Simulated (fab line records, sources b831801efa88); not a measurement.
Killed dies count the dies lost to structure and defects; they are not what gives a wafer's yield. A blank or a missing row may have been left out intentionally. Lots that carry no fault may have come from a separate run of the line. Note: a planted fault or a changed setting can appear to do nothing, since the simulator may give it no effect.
Which of the tools did it? -- flow sfq_line -- at 1 step of a route of 325, 14 lots with 42 wafers sampled

## WHAT THE GAUGES SHOWED, per wafer
The record lacks any reading of a measuring or inspecting step that a usual standard deviation could be used to judge.

## TOOL THAT RAN EACH LOT (tool first, then ch and the chambers of the sampled wafers, then the start)
lot,SFQ_TRILAYER_I6_VIA_BARC_OPEN_VIA_ETCH_235
L495,"rie_diel-01 ch 0,2,3, day 75 23:45"
L496,"rie_diel-01 ch 0,3, day 76 04:33"
L498,"rie_diel-04 ch 0,1,2, day 77 02:09"
L499,"rie_diel-02 ch 1,2,3, day 77 06:57"
L500,"rie_diel-04 ch 1,2, day 77 12:57"
L501,"rie_diel-01 ch 0,1,3, day 77 18:57"
L502,"rie_diel-02 ch 0,1, day 78 20:26"
L505,"rie_diel-01 ch 2,3, day 79 14:26"
L507,"rie_diel-02 ch 1,2,3, day 80 03:38"
L509,"rie_diel-02 ch 1,2, day 81 00:10"
L514,"rie_diel-04 ch 1,2, day 82 22:34"
L515,"rie_diel-01 ch 1,2, day 83 00:58"
L516,"rie_diel-02 ch 0,2,3, day 83 17:46"
L517,"rie_diel-04 ch 0,2, day 84 00:58"
- SFQ_TRILAYER_I6_VIA_BARC_OPEN_VIA_ETCH_235: etches BARC in O2, target depth 125 nm, time 41.7 s.

## AS READ BY THE TOOLS THEMSELVES (means over the sampled wafers that have a number; for cases with no such wafer, the mark the record gives instead)
SFQ_TRILAYER_I6_VIA_BARC_OPEN_VIA_ETCH_235.
lot,tool,bias_w (W),drypump_motor_current_A (A),oes_product_au (a.u.)
L495,rie_diel-01,80.09,5.8,0.685
L496,rie_diel-01,79.75,5.7,0.685
L498,rie_diel-04,79.81,5.3,0.687
L499,rie_diel-02,79.95,5.8,0.684
L500,rie_diel-04,79.85,5.3,0.686
L501,rie_diel-01,79.84,5.7,0.686
L502,rie_diel-02,80.04,5.7,0.683
L505,rie_diel-01,79.78,6.1,0.685
L507,rie_diel-02,78.87,5.8,0.687
L509,rie_diel-02,77.87,6.1,0.679
L514,rie_diel-04,79.88,5.3,0.683
L515,rie_diel-01,79.98,6.0,0.684
L516,rie_diel-02,80.01,5.5,0.685
L517,rie_diel-04,80.09,5.0,0.688

## THE ANSWER, worked out from the rows above alone
Rule: the lots themselves supply what counts as usual. Put in order of their means at a reading, lots are off if they are a third of the lots or fewer, leave a main group of 4 or more, and stand apart from it by a gap of 3 or more times the standard deviation of the main group's means; of several such gaps the widest counts. Not used: any main group whose means are identical at the precision the tables above print for the reading. A lot without any number at a reading at which 4 lots or more have one is off too. Any other lot the step has rows for is counted as sound. The gauges are gone through in route order, then the tools' own readings, and for those a lot's mean is taken as printed above. At the first step where some lot is off, the reading lying furthest off is the one used; lots without a number count as furthest.
Off at SFQ_TRILAYER_I6_VIA_BARC_OPEN_VIA_ETCH_235 (bias_w): L507, L509. Mean 79.92 W and standard deviation 0.11 in the main group.
If a tool, at that step or one of the process steps before it, ran each lot that is off and ran no sound lot following the first of them, it fits. No candidate that was tried fits.

## WHAT HAD BEEN PUT IN BY THE SIMULATOR
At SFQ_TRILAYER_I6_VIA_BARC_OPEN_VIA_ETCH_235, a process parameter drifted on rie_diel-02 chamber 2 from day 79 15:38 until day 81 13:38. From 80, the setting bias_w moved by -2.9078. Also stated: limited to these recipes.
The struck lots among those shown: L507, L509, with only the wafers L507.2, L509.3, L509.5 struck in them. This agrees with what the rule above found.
